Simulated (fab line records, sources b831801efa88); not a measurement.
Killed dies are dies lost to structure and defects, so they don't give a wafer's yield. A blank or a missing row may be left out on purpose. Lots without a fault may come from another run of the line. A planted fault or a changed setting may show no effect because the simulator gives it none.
fab line records | flow gf180mcu
record lots=7 wafers=21 last_day=34
route steps=602 shown HV_LDD@216
lots that met no fault: from a run of the same line without faults
start_h: hours from the record's first day to the start of the lot's first wafer shown | wait_h: hours since the lot's step before | " the same as in the row above | L1.1+2: a row that stands for several wafers | - no value, or no start given | * or withheld: withheld | < > ~ a bound
route shown NAME@n: a module of which the file shows steps, and the number in the route of the first | usual: mean/standard deviation of fault-free wafers | same: alike in all rows | chamber/n: place in a boat | sites: the reading at each site | _std_site: their standard deviation | _edge_site: outer sites' mean less inner sites' | radius_mm: how far each site lies from the wafer's centre | mask NAME#n: copy n | behind: the tool/chamber that last shaped the wafer | hold: why the lot was held/for how many hours/how that ended | device: the transistor (n, p or np) that didn't switch | end of line: the same wafers' tests at the end of the route | a step without rows: its recipe alone | killed: dies lost to structure and defects at the first sort, not the wafer's yield | map: a wafer's dies, x killed, . not, _ none there
set.NAME: the setting as run; set.NAME@STEP: as run at that earlier step | model.NAME: the simulator's own value behind a step, which no gauge read
lots at some steps of the route; a table a step, a row a wafer
services: from which hour (start_h, from the record's first day; less than 0 if before it) a tool's chamber was out of use, for how many hours, and why
## steps
# step GF_HV_LDD_HMDS_40
# recipe prime_time_s=60 prime_temp_c=120
# step GF_HV_LDD_COAT_41
# recipe resist=NOVOLAK spin_rpm=3000 resist_thk_nm=1000
# step GF_HV_LDD_SOFTBAKE_42
# recipe temp_c=90 time_s=60 resist=NOVOLAK
# step GF_HV_LDD_EXPOSE_43
# recipe mask_id=Pplus_HV_AREA target_cd_nm=400 na=0.6 source_shape=conventional sigma_outer=0.6 dose_mj=140
# step GF_HV_LDD_PEB_44
# recipe temp_c=withheld time_s=* resist=NOVOLAK
# step GF_HV_LDD_DEVELOP_45
# recipe develop_time_s=60 dev_temp_c=23
# step GF_HV_LDD_CD_MEAS_46
# recipe target_cd_nm=400
# usual cd_nm=399.2/1.6
# columns lot.wafer tool chamber start_h wait_h cd_nm
L272.1 cd_sem-02 - 341.66 0.1 397.9
L272.2 " - " " 399.0
L272.4 " - " " 400.3
L273.3 cd_sem-01 - 351.10 0.1 398.4
L273.4 " - " " 396.7
L273.5 " - " " 400.4
L274.1 cd_sem-02 - 363.60 0.1 400.1
L274.2 " - " " 401.7
L274.4 " - " " 398.5
L277.1 cd_sem-02 - 389.40 0.1 398.6
L277.3 " - " " 397.9
L277.6 " - " " 398.7
L282.1 cd_sem-02 - 423.86 0.1 400.2
L282.3 " - " " 397.0
L282.4 " - " " 400.4
L283.2 cd_sem-02 - 435.25 0.1 399.2
L283.3 " - " " 399.7
L283.4 " - " " 400.9
L286.1 cd_sem-02 - 463.90 0.2 401.9
L286.5 " - " " 397.1
L286.6 " - " " 398.3
# step GF_HV_LDD_OVL_MEAS_47
# usual HV_LDD_03_OVL=2.2/1.4
# columns lot.wafer tool chamber start_h wait_h HV_LDD_03_OVL[nm]
L272.1 overlay-01 - 341.78 0.1 2.6
L272.2 " - " " 2.2
L272.4 " - " " 1.6
L273.3 overlay-02 - 351.19 0.1 1.7
L273.4 " - " " -0.4
L273.5 " - " " -0.3
L274.1 overlay-02 - 363.72 0.1 4.0
L274.2 " - " " 2.1
L274.4 " - " " 3.5
L277.1 overlay-01 - 389.52 0.1 6.9
L277.3 " - " " 4.5
L277.6 " - " " 5.8
L282.1 overlay-02 - 423.98 0.1 1.7
L282.3 " - " " 2.0
L282.4 " - " " 2.1
L283.2 overlay-02 - 435.36 0.1 2.4
L283.3 " - " " 1.6
L283.4 " - " " 1.4
L286.1 overlay-02 - 464.02 0.1 0.7
L286.5 " - " " 0.1
L286.6 " - " " 1.9
# step GF_HV_LDD_IMPLANT_48
# recipe species=B energy_kev=25 dose_cm2=3e+13 tilt_deg=7
# step GF_HV_LDD_STRIP_49
# recipe chemistry=O2/N2 power_w=1400 pressure_mtorr=1500 platen_temp_c=250 o2_flow_sccm=3000 n2_flow_sccm=300 overash_fraction=0.5
# usual drypump_motor_current_A=5.4/0.39 heater_power_w=326/18 oes_product_au=0.716/0.0044 platen_temp_c=250.00/0.18 strip_time_to_endpoint_s=12.65/0.035
# columns lot.wafer tool chamber start_h wait_h drypump_motor_current_A heater_power_w oes_product_au platen_temp_c rf_hours_counter_h strip_time_to_endpoint_s
L272.1 plasma_asher-04 1 341.97 0.1 4.8 303 0.715 249.95 67 12.64
L272.2 " 0 " " 5.5 322 0.713 249.85 67 12.64
L272.4 " 0 " " 5.5 327 0.710 250.00 - 12.67
L273.3 plasma_asher-02 0 351.40 0.1 5.4 318 0.719 250.04 - 12.66
L273.4 " 1 " " 6.0 318 0.725 249.72 - 12.69
L273.5 " 0 " " 5.4 317 0.720 250.11 - 12.63
L274.1 plasma_asher-04 0 363.91 0.1 5.5 319 0.716 249.76 69 12.66
L274.2 " 1 " " 4.8 311 0.719 250.10 69 12.69
L274.4 " 1 " " 4.8 304 0.716 250.08 - 12.68
L277.1 plasma_asher-04 1 389.71 0.1 4.8 310 0.720 250.32 71 12.71
L277.3 " 0 " " 5.5 328 0.721 250.16 - 12.71
L277.6 " 1 " " 4.8 309 0.707 250.09 - 12.72
L282.1 plasma_asher-02 1 424.17 0.1 6.0 317 0.713 249.70 35 12.69
L282.3 " 0 " " 5.4 316 0.711 249.91 - 12.67
L282.4 " 1 " " 6.0 320 0.718 250.09 - 12.66
L283.2 plasma_asher-02 0 435.57 0.1 5.4 319 0.711 250.04 36 12.64
L283.3 " 1 " " 6.0 318 0.711 250.14 - 12.61
L283.4 " 0 " " 5.4 324 0.718 250.16 - 12.67
L286.1 plasma_asher-04 0 464.21 0.1 5.5 319 0.712 250.04 80 12.63
L286.5 " 0 " " 5.5 331 0.711 250.01 - 12.68
L286.6 " 1 " " 4.8 304 0.719 250.02 - 12.61
# step GF_HV_LDD_TW_MEAS_50
# usual HV_LDD_4_TW=571/3.9
# columns lot.wafer tool chamber start_h wait_h HV_LDD_4_TW
L272.1 film_metro-03 - 342.07 0.1 572
L272.2 " - " " 575
L272.4 " - " " 574
L273.3 film_metro-02 - 351.49 0.1 569
L273.4 " - " " 570
L273.5 " - " " 565
L274.1 film_metro-04 - 364.01 0.1 579
L274.2 " - " " 575
L274.4 " - " " 578
L277.1 film_metro-02 - 389.84 0.1 572
L277.3 " - " " 570
L277.6 " - " " 574
L282.1 film_metro-03 - 424.27 0.1 570
L282.3 " - " " 573
L282.4 " - " " 572
L283.2 film_metro-03 - 435.68 0.1 569
L283.3 " - " " 569
L283.4 " - " " 571
L286.1 film_metro-04 - 464.31 0.1 572
L286.5 " - " " 569
L286.6 " - " " 572
# step GF_HV_LDD_CLEAN_51
# recipe chemistry=SC1/SC2 mix=1:4:20 temp_c=70 time_s=150 dry=n2_spin
# step GF_HV_LDD_RTA_52
# recipe temp_c=1000 time_s=10 ambient=N2
# usual anneal_temp_c_max=1004.8/0.97 chamber_o2_ppm=2.000/0.021 lamp_power_pct=33/3.5 wafer_temp_C_max=1005.1/2.1
# columns lot.wafer tool chamber start_h wait_h anneal_temp_c_max chamber_o2_ppm lamp_power_pct wafer_temp_C_max
L272.1 rtp_anneal-01 - 342.23 0.0 - - - -
L272.2 " - " " - - - -
L272.4 " - " " - - - -
L273.3 rtp_anneal-02 - 351.60 0.0 - - - -
L273.4 " - " " - - - -
L273.5 " - " " - - - -
L274.1 rtp_anneal-01 - 364.12 0.0 - - - -
L274.2 " - " " - - - -
L274.4 " - " " - - - -
L277.1 rtp_anneal-01 0 389.95 0.0 1005.9 1.980 30 1008.0
L277.3 " 0 " " 1005.1 2.011 30 1006.2
L277.6 " 0 " " 1004.1 2.039 30 1005.4
L282.1 rtp_anneal-01 0 424.38 0.0 1004.6 2.010 30 1006.6
L282.3 " 0 " " 1004.6 1.998 30 1007.5
L282.4 " 0 " " 1003.5 2.014 30 1006.4
L283.2 rtp_anneal-01 0 435.79 0.0 1005.5 2.020 30 1006.4
L283.3 " 0 " " 1006.4 1.989 30 1004.0
L283.4 " 0 " " 1006.2 2.017 30 1005.0
L286.1 rtp_anneal-01 0 464.42 0.0 1004.2 1.988 30 1005.0
L286.5 " 0 " " 1005.2 1.973 30 1006.1
L286.6 " 0 " " 1003.6 1.989 30 1006.7
# step GF_HV_LDD_RS_MEAS_53
# recipe thk_meas_gauge=four-point-probe
# usual HV_LDD_RS=418.5/0.98
# columns lot.wafer tool chamber start_h wait_h HV_LDD_RS[ohm/sq]
L272.1 film_metro-04 - 342.30 0.1 -
L272.2 " - " " -
L272.4 " - " " -
L273.3 film_metro-02 - 351.68 0.1 -
L273.4 " - " " -
L273.5 " - " " -
L274.1 film_metro-03 - 364.18 0.1 -
L274.2 " - " " -
L274.4 " - " " -
L277.1 film_metro-02 - 390.02 0.1 419.0
L277.3 " - " " 419.7
L277.6 " - " " 418.9
L282.1 film_metro-03 - 424.44 0.1 418.5
L282.3 " - " " 417.7
L282.4 " - " " 418.5
L283.2 film_metro-03 - 435.87 0.1 418.0
L283.3 " - " " 418.2
L283.4 " - " " 418.1
L286.1 film_metro-02 - 464.48 0.1 418.6
L286.5 " - " " 418.5
L286.6 " - " " 418.2
# step GF_HV_LDD_CVD_54
# recipe material=SiO2 target_thk_nm=10 precursor=TEOS temp_c=680 time_s=75 pressure_mtorr=400
## services
# columns tool chamber start_h hours kind
plasma_asher-04 - 349.75 4.3 pm
rtp_anneal-02 - 434.26 3.4 pm
## key
first_sign step=GF_HV_LDD_RTA_52 reading=tool_record direction=missing
effect step=GF_HV_LDD_RS_MEAS_53 reading=HV_LDD_RS direction=missing
met_at GF_HV_LDD_RTA_52
struck_wafers L272.1,L272.2,L272.4,L273.3,L273.4,L273.5,L274.1,L274.2,L274.4
later_rows_left_out L272.1,L272.2,L272.4,L273.3,L273.4,L273.5,L274.1,L274.2,L274.4
sort_left_out L272.1,L272.2,L272.4,L273.3,L273.4,L273.5,L274.1,L274.2,L274.4
tester_left_out L272,L273,L274
fault kind=skipped_step_whole tool=rtp_anneal-01,rtp_anneal-02 chamber=- onset_h=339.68 steps=GF_HV_LDD_RTA_52 scope=struck_lots_only
# tester_left_out: of these lots the tester's yield and bins aren't shown, on N5 and GAA mostly nor the transistor test; their killed dies are dies lost to structure and defects alone, not to doping, threshold or leakage, so they don't give the yield
# sort_left_out: the simulated sort isn't trusted on such a fault, so these wafers' sort isn't shown, and their yield isn't known
# later_rows_left_out: the simulator's readings of these wafers behind a module that went badly wrong aren't trusted and aren't shown, but for the sort
